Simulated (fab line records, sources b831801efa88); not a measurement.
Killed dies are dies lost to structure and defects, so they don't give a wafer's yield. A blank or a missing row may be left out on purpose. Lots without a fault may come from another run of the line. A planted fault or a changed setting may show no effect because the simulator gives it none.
A sampling plan put to the test | flow gf180mcu | one fab line, 15 faults that these records tell of, each judged on the records of the lots that it struck
The plan is the line's own looks: the steps of the route at which a gauge or an inspection reads the wafer and doesn't change it. A look can be judged if struck wafers have a number there and the file gives its usual mean and standard deviation on fault-free wafers. Caught: at a look after the fault's first step, the mean of the struck wafers lies 4 or more of those standard deviations (sigma) from the usual mean. On the tool: the same test on the tool's own readings at the fault's steps. Another recipe on the struck wafers, or a record that is blank for them alone, also counts as caught.

THE FAULTS, as the simulator had put them in
1. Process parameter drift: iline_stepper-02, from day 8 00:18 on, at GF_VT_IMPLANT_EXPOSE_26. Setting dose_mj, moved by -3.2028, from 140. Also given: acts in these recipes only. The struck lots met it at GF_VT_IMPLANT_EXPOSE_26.
2. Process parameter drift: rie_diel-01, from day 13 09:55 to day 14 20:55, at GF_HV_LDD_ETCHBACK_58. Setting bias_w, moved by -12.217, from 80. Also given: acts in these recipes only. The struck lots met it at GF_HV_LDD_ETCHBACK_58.
3. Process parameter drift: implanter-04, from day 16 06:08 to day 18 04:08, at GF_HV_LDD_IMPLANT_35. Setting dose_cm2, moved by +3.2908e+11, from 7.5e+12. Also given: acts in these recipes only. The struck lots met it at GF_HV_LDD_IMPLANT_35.
4. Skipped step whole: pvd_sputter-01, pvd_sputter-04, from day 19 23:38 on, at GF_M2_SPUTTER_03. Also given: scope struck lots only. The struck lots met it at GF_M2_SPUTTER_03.
5. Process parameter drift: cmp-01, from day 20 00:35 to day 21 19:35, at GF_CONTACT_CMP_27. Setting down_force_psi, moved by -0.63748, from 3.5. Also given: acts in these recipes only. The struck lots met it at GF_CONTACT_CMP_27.
6. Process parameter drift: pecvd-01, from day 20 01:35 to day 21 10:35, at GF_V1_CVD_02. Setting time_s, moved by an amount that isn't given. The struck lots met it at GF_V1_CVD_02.
7. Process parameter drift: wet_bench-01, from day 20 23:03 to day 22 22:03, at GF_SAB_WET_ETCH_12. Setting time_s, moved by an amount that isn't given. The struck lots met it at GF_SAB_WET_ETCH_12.
8. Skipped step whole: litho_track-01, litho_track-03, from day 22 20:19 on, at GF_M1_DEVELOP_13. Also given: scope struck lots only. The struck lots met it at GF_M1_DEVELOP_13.
9. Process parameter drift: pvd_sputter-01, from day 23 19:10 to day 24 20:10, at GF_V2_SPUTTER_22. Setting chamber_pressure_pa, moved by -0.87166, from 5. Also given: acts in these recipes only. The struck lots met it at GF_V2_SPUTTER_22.
10. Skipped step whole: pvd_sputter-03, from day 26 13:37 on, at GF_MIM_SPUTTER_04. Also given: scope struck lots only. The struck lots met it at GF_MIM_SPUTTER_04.
11. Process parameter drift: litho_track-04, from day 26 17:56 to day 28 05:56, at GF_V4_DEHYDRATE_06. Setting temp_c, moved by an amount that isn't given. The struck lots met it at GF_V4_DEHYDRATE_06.
12. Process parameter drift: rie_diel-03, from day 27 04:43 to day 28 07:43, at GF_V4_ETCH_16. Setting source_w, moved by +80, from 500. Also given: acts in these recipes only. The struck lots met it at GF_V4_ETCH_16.
13. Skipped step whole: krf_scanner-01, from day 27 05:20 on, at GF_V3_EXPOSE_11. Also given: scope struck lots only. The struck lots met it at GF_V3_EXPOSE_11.
14. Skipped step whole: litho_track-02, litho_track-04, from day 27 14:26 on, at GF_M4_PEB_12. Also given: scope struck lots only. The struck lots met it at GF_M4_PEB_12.
15. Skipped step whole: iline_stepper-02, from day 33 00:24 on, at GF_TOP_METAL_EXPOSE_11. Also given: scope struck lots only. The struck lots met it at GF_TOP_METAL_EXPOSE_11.

WHAT THE PLAN SAW
fault | on the tool itself                               | first look that catches it                   | reading, sigma | median hours from its first step to that look | hours from the fault's start to the first struck lot there | judged looks passed uncaught
1     | exposure_dose_mJ_cm2 -21 sigma                   | not the one look that can be judged after it | -              | -                                             | -                                                          | 1
2     | bias_w -55 sigma                                 | no look after it can be judged               | -              | -                                             | -                                                          | 0
3     | dose_ions_cm2 +38 sigma                          | no look after it can be judged               | -              | -                                             | -                                                          | 0
4     | the tool's record is blank for the struck wafers | no look after it can be judged               | -              | -                                             | -                                                          | 0
5     | head_pressure_psi -84 sigma                      | no look after it can be judged               | -              | -                                             | -                                                          | 0
6     | run_length_s +4.1 sigma                          | no look after it can be judged               | -              | -                                             | -                                                          | 0
7     | run_length_s -99 or beyond sigma                 | no look after it can be judged               | -              | -                                             | -                                                          | 0
8     | the tool's record is blank for the struck wafers | no look after it can be judged               | -              | -                                             | -                                                          | 0
9     | chamber_pressure_pa -87 sigma                    | no look after it can be judged               | -              | -                                             | -                                                          | 0
10    | the tool's record is blank for the struck wafers | no look after it can be judged               | -              | -                                             | -                                                          | 0
11    | heater_power_total_W +28 sigma                   | no look after it can be judged               | -              | -                                             | -                                                          | 0
12    | rf_fwd_power_W +38 sigma                         | no look after it can be judged               | -              | -                                             | -                                                          | 0
13    | no reading that can be judged                    | no look after it can be judged               | -              | -                                             | -                                                          | 0
14    | the tool's record is blank for the struck wafers | no look after it can be judged               | -              | -                                             | -                                                          | 0
15    | no reading that can be judged                    | no look after it can be judged               | -              | -                                             | -                                                          | 0
A dash: the fault isn't caught, or these records don't give the number.

Caught at a look: 0 of 15. Caught on the tool: 13 of 15. By one or the other: 13 of 15.
Caught on the tool alone: faults 1, 2, 3, 4, 5, 6, 7, 8, 9, 10, 11, 12, 14.
Caught by neither: faults 13, 15.
